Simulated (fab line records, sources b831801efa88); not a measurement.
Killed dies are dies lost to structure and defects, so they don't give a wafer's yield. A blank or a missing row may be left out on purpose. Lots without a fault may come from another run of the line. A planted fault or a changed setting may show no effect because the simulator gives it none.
fab line records | flow sky130
record lots=14 wafers=42 last_day=50
route steps=708 shown VT_ADJUST_HVTP@93 VT_ADJUST_LVTN@115 VT_ADJUST_PCH@150 SONOS_ONO@168
lots that met no fault: from a run of the same line without faults
start_h: hours from the record's first day to the start of the lot's first wafer shown | wait_h: hours since the lot's step before | " the same as in the row above | L1.1+2: a row that stands for several wafers | - no value, or no start given | * or withheld: withheld | < > ~ a bound
route shown NAME@n: a module of which the file shows steps, and the number in the route of the first | usual: mean/standard deviation of fault-free wafers | same: alike in all rows | chamber/n: place in a boat | sites: the reading at each site | _std_site: their standard deviation | _edge_site: outer sites' mean less inner sites' | radius_mm: how far each site lies from the wafer's centre | mask NAME#n: copy n | behind: the tool/chamber that last shaped the wafer | hold: why the lot was held/for how many hours/how that ended | device: the transistor (n, p or np) that didn't switch | end of line: the same wafers' tests at the end of the route | a step without rows: its recipe alone | killed: dies lost to structure and defects at the first sort, not the wafer's yield | map: a wafer's dies, x killed, . not, _ none there
set.NAME: the setting as run; set.NAME@STEP: as run at that earlier step | model.NAME: the simulator's own value behind a step, which no gauge read
steps of the route over a sample of lots; a table a step, a row a wafer
services: from which hour (start_h, from the record's first day; less than 0 if before it) a tool's chamber was out of use, for how many hours, and why
## steps
# step SKY_VT_ADJUST_HVTP_OVL_MEAS_08
# usual VT_ADJUST_HVTP_OVL=-1.0/1.4
# columns lot.wafer tool chamber start_h wait_h VT_ADJUST_HVTP_OVL[nm]
L957.1 overlay-02 - 123.32 0.1 -2.2
L957.2 " - " " -2.9
L957.6 " - " " -2.2
L958.1 overlay-02 - 132.96 0.1 0.3
L958.2 " - " " 0.9
L958.6 " - " " 0.4
L961.1 overlay-02 - 156.30 0.1 -0.3
L961.4 " - " " -2.3
L961.6 " - " " -2.5
L962.1 overlay-01 - 157.82 0.1 -0.7
L962.4 " - " " 1.0
L962.6 " - " " 0.6
L963.1 overlay-02 - 161.85 0.1 -2.0
L963.2 " - " " -1.9
L963.5 " - " " -2.2
L965.1 overlay-01 - 179.67 0.1 -3.3
L965.2 " - " " -4.2
L965.5 " - " " -4.3
L966.3 overlay-02 - 185.16 0.1 -0.7
L966.4 " - " " -0.6
L966.6 " - " " 0.5
L967.4 overlay-01 - 191.77 0.1 -0.3
L967.5 " - " " -0.9
L967.6 " - " " -0.9
L968.2 overlay-01 - 192.67 0.1 1.2
L968.4 " - " " -0.2
L968.6 " - " " -1.5
L969.2 overlay-02 - 200.41 0.1 -2.2
L969.3 " - " " -3.0
L969.6 " - " " -2.0
L973.2 overlay-02 - 232.16 0.1 -2.4
L973.4 " - " " -1.9
L973.5 " - " " -1.9
L976.3 overlay-02 - 250.41 0.1 -1.0
L976.4 " - " " -1.8
L976.6 " - " " -0.8
L979.1 overlay-01 - 269.47 0.1 -0.9
L979.2 " - " " -1.4
L979.3 " - " " -1.1
L980.3 overlay-01 - 276.78 0.1 0.9
L980.4 " - " " 0.8
L980.5 " - " " -0.2
# step SKY_VT_ADJUST_LVTN_OVL_MEAS_18
# usual VT_ADJUST_LVTN_01_OVL=-2.0/1.4
# columns lot.wafer tool chamber start_h wait_h VT_ADJUST_LVTN_01_OVL[nm]
L957.1 overlay-02 - 160.94 0.1 -2.3
L957.2 " - " " -3.1
L957.6 " - " " -2.7
L958.1 overlay-02 - 171.44 0.1 -0.9
L958.2 " - " " -0.7
L958.6 " - " " 0.2
L961.1 overlay-02 - 198.54 0.1 -2.0
L961.4 " - " " -2.2
L961.6 " - " " -1.3
L962.1 overlay-01 - 200.19 0.1 -1.7
L962.4 " - " " -3.0
L962.6 " - " " -0.4
L963.1 overlay-01 - 203.69 0.1 -1.2
L963.2 " - " " -1.3
L963.5 " - " " -1.2
L965.1 overlay-02 - 224.54 0.1 -4.7
L965.2 " - " " -4.2
L965.5 " - " " -5.6
L966.3 overlay-01 - 230.00 0.1 -2.3
L966.4 " - " " -0.3
L966.6 " - " " -0.1
L967.4 overlay-01 - 237.82 0.1 -5.1
L967.5 " - " " -5.4
L967.6 " - " " -5.1
L968.2 overlay-02 - 237.84 0.1 -2.8
L968.4 " - " " -2.6
L968.6 " - " " -3.2
L969.2 overlay-02 - 247.40 0.1 0.1
L969.3 " - " " 0.0
L969.6 " - " " 0.0
L973.2 overlay-02 - 282.45 0.1 -1.6
L973.4 " - " " -1.3
L973.5 " - " " -1.5
L976.3 overlay-02 - 302.20 0.1 -0.3
L976.4 " - " " -0.8
L976.6 " - " " -0.8
L979.1 overlay-02 - 323.49 0.1 -0.4
L979.2 " - " " -0.3
L979.3 " - " " -0.6
L980.3 overlay-01 - 331.25 0.1 -3.1
L980.4 " - " " -2.7
L980.5 " - " " -2.1
# step SKY_VT_ADJUST_PCH_OVL_MEAS_07
# usual VT_ADJUST_PCH_OVL=-0.1/1.4
# columns lot.wafer tool chamber start_h wait_h VT_ADJUST_PCH_OVL[nm]
L957.1 overlay-02 - 225.44 - 0.6
L957.2 " - " " -0.2
L957.6 " - " " 0.3
L958.1 overlay-02 - 238.49 - -1.7
L958.2 " - " " -1.8
L958.6 " - " " -0.3
L961.1 overlay-01 - 269.74 - 1.1
L961.4 " - " " -0.1
L961.6 " - " " 2.0
L962.1 overlay-02 - 271.60 - 2.5
L962.4 " - " " 1.4
L962.6 " - " " 2.4
L963.1 overlay-02 - 276.35 - -0.4
L963.2 " - " " -0.2
L963.5 " - " " -1.1
L965.1 overlay-02 - 301.79 - 0.7
L965.2 " - " " -0.4
L965.5 " - " " -0.6
L966.3 overlay-02 - 305.94 - 0.2
L966.4 " - " " -0.5
L966.6 " - " " 0.5
L967.4 overlay-02 - 316.01 - 0.6
L967.5 " - " " -1.2
L967.6 " - " " -0.4
L968.2 overlay-02 - 316.95 - -2.3
L968.4 " - " " -2.6
L968.6 " - " " -5.0
L969.2 overlay-02 - 326.84 - 1.1
L969.3 " - " " 0.0
L969.6 " - " " -0.2
L973.2 overlay-02 - 365.84 - 3.2
L973.4 " - " " 1.0
L973.5 " - " " 2.3
L976.3 overlay-01 - 388.79 - 0.8
L976.4 " - " " -0.5
L976.6 " - " " 0.1
L979.1 overlay-01 - 410.34 - 0.1
L979.2 " - " " 1.8
L979.3 " - " " -0.1
L980.3 overlay-02 - 419.01 - -1.2
L980.4 " - " " -1.0
L980.5 " - " " 0.0
# step SKY_SONOS_ONO_OXIDATION_00
# recipe temp_c=800 ambient=O2 idle_temp_c=700 ramp_up_c_per_min=10 ramp_down_c_per_min=3 stabilise_s=600 purge_s=300 target_thk_a=26 ox_time_s=1249
# same stabilise_s=600
# columns lot.wafer tool chamber start_h wait_h
L957.1+2+6 furnace-01 0 250.79 0.2
L958.1+2+6 furnace-01 0 263.94 0.0
L961.1+4+6 furnace-02 0 297.34 0.4
L962.1+4+6 furnace-02 0 298.75 0.0
L963.1+2+5 furnace-02 0 304.34 0.6
L965.1+2+5 furnace-02 0 329.63 0.0
L966.3+4+6 furnace-02 0 334.46 0.0
L966.3+4+6 furnace-02 0 335.98 0.2
L967.4+5+6 furnace-01 0 344.84 0.2
L968.2+4+6 furnace-02 0 347.21 1.2
L969.2+3+6 furnace-02 0 360.40 3.3
L969.2+3+6 furnace-02 0 363.26 1.5
L973.2+4+5 furnace-01 0 396.02 1.0
L976.3+4+6 furnace-02 0 419.00 0.0
L976.3+4+6 furnace-02 0 421.52 1.2
L979.1+2+3 furnace-01 0 441.98 0.0
L980.3+4+5 furnace-01 0 451.13 0.6
# step SKY_SONOS_ONO_THK_MEAS_01
# recipe reads=SiO2_of_SONOS_ONO_OXIDATION_00
# usual SONOS_ONO_OXIDATION_THK=2.60/0.063
# columns lot.wafer tool chamber start_h wait_h SONOS_ONO_OXIDATION_THK[nm]
L957.1 film_metro-01 - 252.14 0.0 2.61
L957.2 " - " " 2.65
L957.6 " - " " 2.65
L958.1 film_metro-01 - 265.29 0.0 2.51
L958.2 " - " " 2.60
L958.6 " - " " 2.59
L961.1 film_metro-01 - 298.69 0.0 2.59
L961.4 " - " " 2.65
L961.6 " - " " 2.65
L962.1 film_metro-02 - 300.10 0.0 2.53
L962.4 " - " " 2.61
L962.6 " - " " 2.61
L963.1 film_metro-01 - 305.68 0.0 2.60
L963.2 " - " " 2.57
L963.5 " - " " 2.60
L965.1 film_metro-03 - 330.98 0.0 2.61
L965.2 " - " " 2.61
L965.5 " - " " 2.56
L966.3 film_metro-02 - 337.34 0.0 4.28
L966.4 " - " " 4.23
L966.6 " - " " 4.35
L967.4 film_metro-02 - 346.22 0.0 2.63
L967.5 " - " " 2.65
L967.6 " - " " 2.70
L968.2 film_metro-03 - 348.57 0.0 2.55
L968.4 " - " " 2.65
L968.6 " - " " 2.56
L969.2 film_metro-01 - 364.62 0.0 4.11
L969.3 " - " " 4.26
L969.6 " - " " 4.19
L973.2 film_metro-03 - 397.38 0.0 2.53
L973.4 " - " " 2.54
L973.5 " - " " 2.54
L976.3 film_metro-03 - 422.88 0.0 4.27
L976.4 " - " " 4.32
L976.6 " - " " 4.43
L979.1 film_metro-01 - 443.32 0.0 2.56
L979.2 " - " " 2.60
L979.3 " - " " 2.60
L980.3 film_metro-01 - 452.50 0.0 2.65
L980.4 " - " " 2.68
L980.5 " - " " 2.59
## services
# columns tool chamber start_h hours kind
furnace-02 - 322.14 3.1 pm
furnace-02 - 355.53 3.6 pm
furnace-01 - 403.39 3.5 pm
## key
first_sign step=SKY_SONOS_ONO_OXIDATION_00 reading=visit direction=added
effect step=SKY_SONOS_ONO_THK_MEAS_01 reading=SONOS_ONO_OXIDATION_THK direction=up sigmas=26 usual=2.60 struck=4.27
met_at SKY_SONOS_ONO_OXIDATION_00
struck_lots L966,L969,L976
tester_left_out L966,L969,L976
not_acting_at SKY_VT_ADJUST_HVTP_OVL_MEAS_08,SKY_VT_ADJUST_LVTN_OVL_MEAS_18,SKY_VT_ADJUST_PCH_OVL_MEAS_07
fault kind=repeated_step_whole tool=furnace-01,furnace-02 chamber=- onset_h=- steps=SKY_SONOS_ONO_OXIDATION_00 times=1 scope=struck_lots_only
# tester_left_out: of these lots the tester's yield and bins aren't shown, on N5 and GAA mostly nor the transistor test; their killed dies are dies lost to structure and defects alone, not to doping, threshold or leakage, so they don't give the yield
